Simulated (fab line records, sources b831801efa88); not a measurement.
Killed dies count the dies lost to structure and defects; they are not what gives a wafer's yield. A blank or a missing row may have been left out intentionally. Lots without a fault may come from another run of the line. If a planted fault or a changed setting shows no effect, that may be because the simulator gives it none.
What tool caused it? | flow gf180mcu | 6 lots (18 wafers sampled), 1 step of a 602-step route

## WHAT EACH GAUGE READ, for each wafer
GF_CONTACT_BOW_MEAS_05.
lot  | measured     | on            | CONTACT_BOW (um)
L533 | day 15 13:06 | film_metro-03 | 80 62 65
L537 | day 17 01:46 | film_metro-04 | 67 60 68
L545 | day 20 11:26 | film_metro-03 | 65 57 64
L546 | day 20 21:33 | film_metro-04 | 70 70 53
L550 | day 21 17:54 | film_metro-02 | 65 63 58
L553 | day 22 19:18 | film_metro-04 | 74 66 60

## EACH LOT AND THE TOOL THAT RAN IT (in order: tool; ch and the chambers of the sampled wafers; start)
The record shows no process step preceding these readings.

## THE ANSWER, worked out from the rows above alone
Rule: the usual values come from the lots themselves. The widest of any qualifying gaps counts: lots, ordered by their means at a reading, are off when they make up no more than a third of the lots, leave a main group of 4 or more, and stand apart from it by 3 or more times the standard deviation of that group's means. A main group is skipped when, at the precision printed for the reading in the tables above, its means are all equal. Also off: a lot with no number at a reading for which 4 or more lots have one. The other lots that the step has rows for count as sound.
No lot is off at any reading shown: from this, nothing can be told.

## WHAT THE SIMULATOR HAD PUT IN
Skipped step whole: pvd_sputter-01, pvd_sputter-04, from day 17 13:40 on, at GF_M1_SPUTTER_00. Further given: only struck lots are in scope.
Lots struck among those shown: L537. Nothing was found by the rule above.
